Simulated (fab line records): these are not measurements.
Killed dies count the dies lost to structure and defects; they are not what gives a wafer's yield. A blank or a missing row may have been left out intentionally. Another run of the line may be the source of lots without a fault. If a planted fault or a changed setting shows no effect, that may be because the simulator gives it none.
A lot that was struck, set against a sound lot | flow sfq line | 14 out of 325 route steps
Sound: the wafers L499.2, L499.3, L499.4. Wafers struck: L519.3, L519.4, L519.5. The cause is named last.
For every step that has rows: the tool of each side, followed by ch and its chambers, followed by its first start. Under that, the readings that differ: sound wafers | struck wafers | difference of the means | sigmas: that difference in standard deviations of wafers without a fault.
alike: a reading whose means differ by less than 2 such deviations, as well as words and numbers matching on both sides. not compared: withheld readings; readings where some wafer has no value; bounds like >300 that might hide an equal value; numbers whose values overlap and for which the record gives no deviation.
The two part at a step that has a row with sigmas, a row that says differs or no value, or rows on one side only. Numbers that don't overlap but have no deviation are shown without sigmas and don't part them. A reading missing from all wafers of one side parts the sides only when that side holds two or more wafers.

first, 3 steps without rows for these wafers: SFQ_TRILAYER_R5_LITHO_EXPOSE_137 (exposes mask R5, target cd 500 nm); SFQ_TRILAYER_R5_LITHO_PEB_139 (peb time 60 s); SFQ_TRILAYER_R5_LITHO_DEVELOP_138 (time 60 s).
SFQ_R5_OVL_MEAS_935:
  sound on overlay-01, day 53 11:07; struck on overlay-02, day 65 20:47
  alike: R5_OVL
SFQ_TRILAYER_R5_BARC_OPEN_METAL_ETCH_177: etches BARC in O2, target depth 125 nm, time 41.7 s.
  sound on rie metal-03 ch 0,1, day 53 11:09; struck on rie metal-03 ch 0,1, day 65 20:50
  alike: drypump motor current A, oes product au, rf fwd power W
  not compared: rf hours counter h
SFQ_TRILAYER_R5_ETCH_METAL_ETCH_139: etches the open film in Cl2, stops on SiO2, target depth 60 nm, time 40 s.
  sound on rie metal-03 ch 0,1, day 53 11:13; struck on rie metal-03 ch 0,1, day 65 20:53
  alike: drypump motor current A, oes product au, rf fwd power W
  not compared: rf hours counter h
SFQ_TRILAYER_R5_STRIP_STRIP_140: strips in O2.
  sound on rie metal-03 ch 0,1, day 53 11:16; struck on rie metal-03 ch 0,1, day 65 21:08
  alike: drypump motor current A, oes product au
  not compared: rf hours counter h
then, 1 step without rows for these wafers: SFQ_TRILAYER_R5_STRIP_SOLV_CLEAN_141 (cleans in NMP, time 600 s).
SFQ_TRILAYER_A5C_DEP_PECVD_142: deposits SiO2 from SiH4/N2O, time 15.556 s, target thk 70 nm.
  sound on pecvd-01 ch 0,1,2, day 53 12:02; struck on pecvd-01 ch 0,1, day 65 21:42
  alike: heater power w, rf fwd power W, throttle valve pct
  not compared: since wet clean h
then, 3 steps without rows for these wafers: SFQ_TRILAYER_I5_LITHO_COAT_149 (resist thk 62 nm); SFQ_TRILAYER_I5_LITHO_COAT_144 (resist thk 650 nm); SFQ_TRILAYER_I5_LITHO_SOFTBAKE_148.
SFQ_TRILAYER_I5_LITHO_EXPOSE_145: exposes mask I5, target cd 700 nm.
  sound on krf scanner-02 ch 0, day 59 08:59; struck on krf scanner-02, day 66 00:05
  no value came back on the struck wafers for exposure dose mJ cm2, focus offset nm (nm); on the sound wafers exposure dose mJ cm2 reads 21.301 21.309 21.311
  alike: mask
then, 1 step without rows for these wafers: SFQ_TRILAYER_I5_LITHO_PEB_147 (peb time 60 s).

== WHERE THEY PART ==
Only at SFQ_TRILAYER_I5_LITHO_EXPOSE_145, as far as this record shows.

WHY: the cause the simulator had injected
Beginning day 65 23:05, the whole step at SFQ_TRILAYER_I5_LITHO_EXPOSE_145 was skipped on krf scanner-02. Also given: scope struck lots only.
